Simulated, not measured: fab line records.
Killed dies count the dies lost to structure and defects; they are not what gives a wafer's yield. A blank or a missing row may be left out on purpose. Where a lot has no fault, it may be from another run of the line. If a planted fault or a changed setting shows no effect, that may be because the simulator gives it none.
Which of the tools did it? :: flow sky130 :: 72 wafers from 24 lots sampled at 4 of the route's 708 steps

## WHAT THE GAUGES SHOWED, per wafer
SKY_METAL2_OVL_MEAS_16.
lot: L074
measured: day 34 22:08
on: overlay-01
METAL2_OVL (nm): 2 1 1

lot: L075
measured: day 35 04:28
on: overlay-02
METAL2_OVL (nm): 8 3 8

lot: L076
measured: day 35 20:42
on: overlay-01
METAL2_OVL (nm): 6 4 0

lot: L077
measured: day 36 02:29
on: overlay-02
METAL2_OVL (nm): -3 -2 -1

lot: L078
measured: day 36 12:11
on: overlay-01
METAL2_OVL (nm): -7 -5 -6

lot: L079
measured: day 36 12:32
on: overlay-01
METAL2_OVL (nm): 5 -4 -6

lot: L080
measured: day 37 07:26
on: overlay-01
METAL2_OVL (nm): 0 -2 -2

lot: L081
measured: day 37 15:50
on: overlay-01
METAL2_OVL (nm): -1 1 4

lot: L082
measured: day 37 18:20
on: overlay-02
METAL2_OVL (nm): 8 6 9

lot: L083
measured: day 38 01:47
on: overlay-02
METAL2_OVL (nm): 6 6 3

lot: L084
measured: day 38 04:38
on: overlay-01
METAL2_OVL (nm): -3 2 0

lot: L085
measured: day 38 15:14
on: overlay-02
METAL2_OVL (nm): -3 2 -4

lot: L086
measured: day 38 19:56
on: overlay-01
METAL2_OVL (nm): 5 4 2

lot: L087
measured: day 39 03:26
on: overlay-01
METAL2_OVL (nm): 4 -2 0

lot: L088
measured: day 39 07:41
on: overlay-01
METAL2_OVL (nm): 2 2 0

lot: L089
measured: day 39 13:53
on: overlay-01
METAL2_OVL (nm): -2 -13 -6

lot: L090
measured: day 40 01:16
on: overlay-01
METAL2_OVL (nm): 5 7 -1

lot: L091
measured: day 40 02:44
on: overlay-01
METAL2_OVL (nm): 2 4 5

lot: L092
measured: day 40 12:47
on: overlay-02
METAL2_OVL (nm): -2 -4 1

lot: L093
measured: day 40 18:38
on: overlay-02
METAL2_OVL (nm): -3 -2 3

lot: L094
measured: day 41 03:11
on: overlay-01
METAL2_OVL (nm): -7 -5 -2

lot: L095
measured: day 41 08:52
on: overlay-02
METAL2_OVL (nm): -4 0 -1

lot: L096
measured: day 41 15:58
on: overlay-02
METAL2_OVL (nm): 2 1 -7

lot: L097
measured: day 41 17:53
on: overlay-02
METAL2_OVL (nm): 4 7 4

SKY_CAPM_OVL_MEAS_12.
lot: L074
measured: day 37 04:40
on: overlay-02
CAPM_OVL (nm): 4.2 4.2 3.8

lot: L075
measured: day 37 11:06
on: overlay-01
CAPM_OVL (nm): 0.8 -0.8 0.7

lot: L076
measured: day 38 02:46
on: overlay-02
CAPM_OVL (nm): -0.8 -0.5 -0.1

lot: L077
measured: day 38 09:24
on: overlay-01
CAPM_OVL (nm): 1.0 0.0 0.4

lot: L078
measured: day 38 17:38
on: overlay-01
CAPM_OVL (nm): 0.3 1.2 -0.7

lot: L079
measured: day 38 18:31
on: overlay-01
CAPM_OVL (nm): -1.0 0.2 -0.2

lot: L080
measured: day 39 11:46
on: overlay-01
CAPM_OVL (nm): -1.0 -1.8 -0.4

lot: L081
measured: day 39 20:39
on: overlay-01
CAPM_OVL (nm): -0.3 -0.1 -1.2

lot: L082
measured: day 39 23:22
on: overlay-01
CAPM_OVL (nm): 0.2 -0.9 -0.1

lot: L083
measured: day 40 06:15
on: overlay-01
CAPM_OVL (nm): -0.7 0.0 0.3

lot: L084
measured: day 40 08:46
on: overlay-01
CAPM_OVL (nm): -0.6 1.0 0.2

lot: L085
measured: day 40 18:49
on: overlay-01
CAPM_OVL (nm): -0.3 0.2 0.1

lot: L086
measured: day 40 23:54
on: overlay-01
CAPM_OVL (nm): -2.5 -2.6 -2.6

lot: L087
measured: day 41 07:39
on: overlay-01
CAPM_OVL (nm): -1.2 -0.1 1.1

lot: L088
measured: day 41 11:31
on: overlay-01
CAPM_OVL (nm): 1.4 0.2 0.2

lot: L089
measured: day 41 18:57
on: overlay-01
CAPM_OVL (nm): 2.3 3.5 0.5

lot: L090
measured: day 42 05:07
on: overlay-01
CAPM_OVL (nm): 1.1 0.7 1.1

lot: L091
measured: day 42 05:57
on: overlay-01
CAPM_OVL (nm): -1.0 -0.4 0.0

lot: L092
measured: day 42 16:22
on: overlay-02
CAPM_OVL (nm): -2.1 -1.2 -0.2

lot: L093
measured: day 42 21:58
on: overlay-01
CAPM_OVL (nm): 0.7 -0.8 -0.9

lot: L094
measured: day 43 06:57
on: overlay-01
CAPM_OVL (nm): 1.4 3.5 2.0

lot: L095
measured: day 43 11:51
on: overlay-01
CAPM_OVL (nm): 2.1 -0.3 0.8

lot: L096
measured: day 43 18:25
on: overlay-02
CAPM_OVL (nm): -0.9 -0.7 -1.7

lot: L097
measured: day 43 19:48
on: overlay-02
CAPM_OVL (nm): 1.1 0.6 2.3

SKY_METAL3_CD_MEAS_13: target cd 300 nm.
lot: L074
measured: day 38 06:42
on: cd sem-01
cd nm (nm): 301.0 300.8 300.9

lot: L075
measured: day 38 12:15
on: cd sem-01
cd nm (nm): 299.1 299.2 299.4

lot: L076
measured: day 39 04:10
on: cd sem-01
cd nm (nm): 297.1 297.9 299.7

lot: L077
measured: day 39 11:07
on: cd sem-02
cd nm (nm): 295.6 294.5 295.8

lot: L078
measured: day 39 18:31
on: cd sem-01
cd nm (nm): 300.4 301.7 301.6

lot: L079
measured: day 39 19:21
on: cd sem-01
cd nm (nm): 302.5 301.6 301.0

lot: L080
measured: day 40 12:44
on: cd sem-02
cd nm (nm): 301.6 301.0 301.9

lot: L081
measured: day 40 21:34
on: cd sem-02
cd nm (nm): 301.6 301.1 302.7

lot: L082
measured: day 40 23:47
on: cd sem-01
cd nm (nm): 297.8 298.7 298.6

lot: L083
measured: day 41 07:18
on: cd sem-01
cd nm (nm): 299.3 301.0 300.7

lot: L084
measured: day 41 10:12
on: cd sem-02
cd nm (nm): 300.5 299.9 300.6

lot: L085
measured: day 41 19:41
on: cd sem-02
cd nm (nm): 299.0 299.7 300.3

lot: L086
measured: day 42 00:42
on: cd sem-01
cd nm (nm): 300.2 298.1 299.1

lot: L087
measured: day 42 08:39
on: cd sem-02
cd nm (nm): 297.6 297.6 298.2

lot: L088
measured: day 42 12:31
on: cd sem-01
cd nm (nm): 298.9 297.9 296.4

lot: L089
measured: day 42 19:48
on: cd sem-01
cd nm (nm): 299.8 298.9 298.8

lot: L090
measured: day 43 05:22
on: cd sem-02
cd nm (nm): 298.8 296.7 298.5

lot: L091
measured: day 43 06:39
on: cd sem-01
cd nm (nm): 300.0 300.0 299.7

lot: L092
measured: day 43 16:12
on: cd sem-01
cd nm (nm): 297.9 297.1 297.9

lot: L093
measured: day 43 22:04
on: cd sem-01
cd nm (nm): 301.8 302.1 301.3

lot: L094
measured: day 44 06:49
on: cd sem-02
cd nm (nm): 300.2 300.6 301.1

lot: L095
measured: day 44 10:36
on: cd sem-01
cd nm (nm): 297.1 300.1 296.4

lot: L096
measured: day 44 17:40
on: cd sem-02
cd nm (nm): 299.7 299.3 299.6

lot: L097
measured: day 44 18:57
on: cd sem-02
cd nm (nm): 296.6 298.3 298.5

## WHAT TOOL EACH LOT RAN ON (gives the tool, then ch and the chambers of the sampled wafers, and finally the start)
lot: L074
SKY_VIA2_STRIP_16: plasma asher-02 ch 0,1, day 36 01:34

lot: L075
SKY_VIA2_STRIP_16: plasma asher-03 ch 0,1, day 36 07:28

lot: L076
SKY_VIA2_STRIP_16: plasma asher-03 ch 0,1, day 37 00:04

lot: L077
SKY_VIA2_STRIP_16: plasma asher-03 ch 0,1, day 37 07:13

lot: L078
SKY_VIA2_STRIP_16: plasma asher-02 ch 0,1, day 37 15:22

lot: L079
SKY_VIA2_STRIP_16: plasma asher-03 ch 0,1, day 37 16:01

lot: L080
SKY_VIA2_STRIP_16: plasma asher-03 ch 0,1, day 38 09:55

lot: L081
SKY_VIA2_STRIP_16: plasma asher-03 ch 0,1, day 38 18:37

lot: L082
SKY_VIA2_STRIP_16: plasma asher-03 ch 0,1, day 38 20:59

lot: L083
SKY_VIA2_STRIP_16: plasma asher-03 ch 1, day 39 04:43

lot: L084
SKY_VIA2_STRIP_16: plasma asher-04 ch 0,1, day 39 06:49

lot: L085
SKY_VIA2_STRIP_16: plasma asher-02 ch 0,1, day 39 17:40

lot: L086
SKY_VIA2_STRIP_16: plasma asher-03 ch 0,1, day 39 22:19

lot: L087
SKY_VIA2_STRIP_16: plasma asher-03 ch 0,1, day 40 05:43

lot: L088
SKY_VIA2_STRIP_16: plasma asher-02 ch 0,1, day 40 10:01

lot: L089
SKY_VIA2_STRIP_16: plasma asher-03 ch 0,1, day 40 17:10

lot: L090
SKY_VIA2_STRIP_16: plasma asher-02 ch 1, day 41 03:16

lot: L091
SKY_VIA2_STRIP_16: plasma asher-04 ch 0,1, day 41 04:43

lot: L092
SKY_VIA2_STRIP_16: plasma asher-02 ch 0, day 41 14:52

lot: L093
SKY_VIA2_STRIP_16: plasma asher-03 ch 1, day 41 21:01

lot: L094
SKY_VIA2_STRIP_16: plasma asher-03 ch 0,1, day 42 05:04

lot: L095
SKY_VIA2_STRIP_16: plasma asher-04 ch 0,1, day 42 10:13

lot: L096
SKY_VIA2_STRIP_16: plasma asher-02 ch 0,1, day 42 17:22

lot: L097
SKY_VIA2_STRIP_16: plasma asher-03 ch 0,1, day 42 19:25
- SKY_VIA2_STRIP_16: strips in O2/N2.

## AS READ BY THE TOOLS THEMSELVES (means over the sampled wafers that have a number; for cases with no such wafer, the mark the record gives instead)
SKY_VIA2_STRIP_16.
lot: L074
tool: plasma asher-02
drypump motor current A (A): 5.9
oes product au (a.u.): 0.396
strip time to endpoint s (s): 4.040

lot: L075
tool: plasma asher-03
drypump motor current A (A): 5.0
oes product au (a.u.): 0.396
strip time to endpoint s (s): 4.012

lot: L076
tool: plasma asher-03
drypump motor current A (A): 5.0
oes product au (a.u.): 0.402
strip time to endpoint s (s): 4.074

lot: L077
tool: plasma asher-03
drypump motor current A (A): 5.0
oes product au (a.u.): 0.399
strip time to endpoint s (s): 4.047

lot: L078
tool: plasma asher-02
drypump motor current A (A): 6.1
oes product au (a.u.): 0.402
strip time to endpoint s (s): 4.051

lot: L079
tool: plasma asher-03
drypump motor current A (A): 5.0
oes product au (a.u.): 0.401
strip time to endpoint s (s): 4.043

lot: L080
tool: plasma asher-03
drypump motor current A (A): 5.3
oes product au (a.u.): 0.401
strip time to endpoint s (s): 4.062

lot: L081
tool: plasma asher-03
drypump motor current A (A): 5.4
oes product au (a.u.): 0.398
strip time to endpoint s (s): 4.043

lot: L082
tool: plasma asher-03
drypump motor current A (A): 5.4
oes product au (a.u.): 0.402
strip time to endpoint s (s): 4.051

lot: L083
tool: plasma asher-03
drypump motor current A (A): 4.6
oes product au (a.u.): 0.398
strip time to endpoint s (s): 4.003

lot: L084
tool: plasma asher-04
drypump motor current A (A): 6.0
oes product au (a.u.): 0.398
strip time to endpoint s (s): 4.043

lot: L085
tool: plasma asher-02
drypump motor current A (A): 5.9
oes product au (a.u.): 0.396
strip time to endpoint s (s): 4.036

lot: L086
tool: plasma asher-03
drypump motor current A (A): 5.0
oes product au (a.u.): 0.398
strip time to endpoint s (s): 4.038

lot: L087
tool: plasma asher-03
drypump motor current A (A): 5.3
oes product au (a.u.): 0.399
strip time to endpoint s (s): 4.025

lot: L088
tool: plasma asher-02
drypump motor current A (A): 6.1
oes product au (a.u.): 0.400
strip time to endpoint s (s): 4.036

lot: L089
tool: plasma asher-03
drypump motor current A (A): 5.4
oes product au (a.u.): 0.393
strip time to endpoint s (s): 4.044

lot: L090
tool: plasma asher-02
drypump motor current A (A): 5.8
oes product au (a.u.): 0.402
strip time to endpoint s (s): 4.043

lot: L091
tool: plasma asher-04
drypump motor current A (A): 6.1
oes product au (a.u.): 0.393
strip time to endpoint s (s): 4.023

lot: L092
tool: plasma asher-02
drypump motor current A (A): 6.2
oes product au (a.u.): 0.396
strip time to endpoint s (s): 4.020

lot: L093
tool: plasma asher-03
drypump motor current A (A): 4.7
oes product au (a.u.): 0.394
strip time to endpoint s (s): 4.044

lot: L094
tool: plasma asher-03
drypump motor current A (A): 5.0
oes product au (a.u.): 0.398
strip time to endpoint s (s): 4.046

lot: L095
tool: plasma asher-04
drypump motor current A (A): 5.7
oes product au (a.u.): 0.401
strip time to endpoint s (s): 4.012

lot: L096
tool: plasma asher-02
drypump motor current A (A): 5.9
oes product au (a.u.): 0.401
strip time to endpoint s (s): 4.047

lot: L097
tool: plasma asher-03
drypump motor current A (A): 5.0
oes product au (a.u.): 0.391
strip time to endpoint s (s): 4.016

## THE ANSWER, worked out from the rows above alone
Rule: the usual values come from the lots themselves. Put in order of their means at a reading, lots are off if they are a third of the lots or fewer, leave a main group of 4 or more, and stand apart from it by a gap of 3 or more times the standard deviation of the main group's means; of several such gaps the widest counts. A main group whose means are all the same, to the digits that the tables above print for the reading, isn't used. A lot without any number at a reading at which 4 lots or more have one is off too. Any other lot the step has rows for is counted as sound. After the gauges, taken in route order, come the tools' own readings; for these a lot's mean is taken, as printed above. The first step at which some lot is off is used, and at that step the reading that is off furthest; a lot without a number counts as furthest.
No lot is off at any reading shown: from this, nothing can be told.

## WHAT THE SIMULATOR PUT IN
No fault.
